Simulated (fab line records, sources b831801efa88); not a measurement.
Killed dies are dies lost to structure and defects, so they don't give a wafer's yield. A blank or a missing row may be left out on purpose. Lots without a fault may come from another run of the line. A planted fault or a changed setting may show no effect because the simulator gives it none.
Split-lot experiment | flow gf180mcu | 5 lots, 23 wafers read, on a route of 602 steps

THE SPLIT
At GF_M1_SPUTTER_04 (material TiN, target thk 50 nm, time 41.7 s), the setting power_w was moved away from the recipe's 6500 W on 5 of the 23 wafers read, by +7.4% to +10.2%. The other wafers ran this setting at the recipe's value.

The reading is taken at the split's own step.

THE READING
TiN_of_M1_SPUTTER_04.thk_nm (the simulator's own value, which no gauge read), in nm, at GF_M1_SPUTTER_04 (material TiN, target thk 50 nm, time 41.7 s). The file gives no usual value for it. The 18 wafers here that ran the recipe average 49.59 nm, standard deviation 0.48 nm.

wafer  | tool, chamber at the split | power_w as run, W | against the recipe | TiN_of_M1_SPUTTER_04.thk_nm, nm | against lot-mates on the recipe
L074.1 | pvd_sputter-04, -          | 6500              | recipe             | 49.87                           | -
L074.3 | pvd_sputter-04, -          | 6500              | recipe             | 49.73                           | -
L074.4 | pvd_sputter-04, -          | 6500              | recipe             | 50.29                           | -
L074.5 | pvd_sputter-04, -          | 7166              | +10.2%             | 55.01                           | +5.05
L074.6 | pvd_sputter-04, -          | 7166              | +10.2%             | 55.43                           | +5.47
L076.1 | pvd_sputter-02, -          | 6500              | recipe             | 48.95                           | -
L076.2 | pvd_sputter-02, -          | 6500              | recipe             | 49.06                           | -
L076.3 | pvd_sputter-02, -          | 6500              | recipe             | 49.01                           | -
L076.5 | pvd_sputter-02, -          | 6500              | recipe             | 49.01                           | -
L076.6 | pvd_sputter-02, -          | 6500              | recipe             | 48.99                           | -
L078.1 | pvd_sputter-01, -          | 6500              | recipe             | 49.44                           | -
L078.2 | pvd_sputter-01, -          | 6500              | recipe             | 50.14                           | -
L078.3 | pvd_sputter-01, -          | 6500              | recipe             | 50.62                           | -
L078.4 | pvd_sputter-01, -          | 6500              | recipe             | 49.9                            | -
L078.5 | pvd_sputter-01, -          | 6500              | recipe             | 49.96                           | -
L079.1 | pvd_sputter-02, -          | 6500              | recipe             | 49.6                            | -
L079.4 | pvd_sputter-02, -          | 6500              | recipe             | 49.59                           | -
L079.6 | pvd_sputter-02, -          | 6500              | recipe             | 49.22                           | -
L085.1 | pvd_sputter-02, -          | 6979              | +7.4%              | 53.23                           | +3.63
L085.2 | pvd_sputter-02, -          | 6979              | +7.4%              | 53.04                           | +3.45
L085.3 | pvd_sputter-02, -          | 6979              | +7.4%              | 53.14                           | +3.55
L085.4 | pvd_sputter-02, -          | 6500              | recipe             | 49.74                           | -
L085.6 | pvd_sputter-02, -          | 6500              | recipe             | 49.45                           | -

THE FIT
A straight line over all 23 wafers: TiN_of_M1_SPUTTER_04.thk_nm changes by +0.521 nm for each +1% of power_w; r = +0.97; the points scatter about the line by 0.47 nm.
The same after taking each lot's own level away (the mean of its wafers on the recipe; 23 wafers): +0.5 nm for each +1%; r = +0.99; scatter 0.24 nm.
On that fit, the largest move of power_w shifts the reading by 5.1 nm.
The lots' own levels span 49.004 to 50.012 nm, that is 2.1 times the standard deviation above.
So the lot-to-lot level changes the slope little: the two slopes agree.
Check: with one of the wafers moved furthest among these (+10.2%) left out of the fit, the line predicts +5.14 nm for it against its lot-mates. It came out at +5.05 nm against them.

THE FILE'S OWN FIT
TiN_of_M1_SPUTTER_04.thk_nm changes by +0.502 nm for each +1% of power_w, r = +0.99.
